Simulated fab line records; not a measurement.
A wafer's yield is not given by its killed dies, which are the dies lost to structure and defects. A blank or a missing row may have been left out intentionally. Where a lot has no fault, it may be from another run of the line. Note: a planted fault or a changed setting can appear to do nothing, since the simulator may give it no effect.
Which of the tools did it? ; flow sky130 ; 7 lots (21 wafers sampled), 1 step of a 708-step route

## WHAT THE GAUGES SHOWED, per wafer
SKY_PWDE_TW_MEAS_10.
lot;measured;on;PWDE_TW
L789;day 4 18:14;film-metro-03;372.2 368.8 371.9
L793;day 5 20:32;film-metro-02;372.1 371.6 372.5
L795;day 6 04:47;film-metro-03;368.5 369.1 370.8
L797;day 6 16:00;film-metro-03;367.5 370.4 370.8
L799;day 7 01:56;film-metro-04;374.2 371.8 372.0
L806;day 8 20:25;film-metro-04;373.2 374.0 372.2
L808;day 9 13:40;film-metro-02;372.4 374.9 374.0

## TOOL THAT RAN EACH LOT (tool first, then ch and the chambers of the sampled wafers, then the start)
The record holds no process step before these readings.

## THE ANSWER, worked out from the rows above alone
Rule: usual is defined by the lots themselves. The widest of any qualifying gaps counts: lots, ordered by their means at a reading, are off when they make up no more than a third of the lots, leave a main group of 4 or more, and stand apart from it by 3 or more times the standard deviation of that group's means. A main group whose means are all the same, to the digits that the tables above print for the reading, isn't used. A lot without any number at a reading at which 4 lots or more have one is off too. Where the step has rows for the other lots, those lots are counted as sound.
Across all readings shown, no lot is off: no conclusion can be drawn from this.

## WHAT THE SIMULATOR PUT IN
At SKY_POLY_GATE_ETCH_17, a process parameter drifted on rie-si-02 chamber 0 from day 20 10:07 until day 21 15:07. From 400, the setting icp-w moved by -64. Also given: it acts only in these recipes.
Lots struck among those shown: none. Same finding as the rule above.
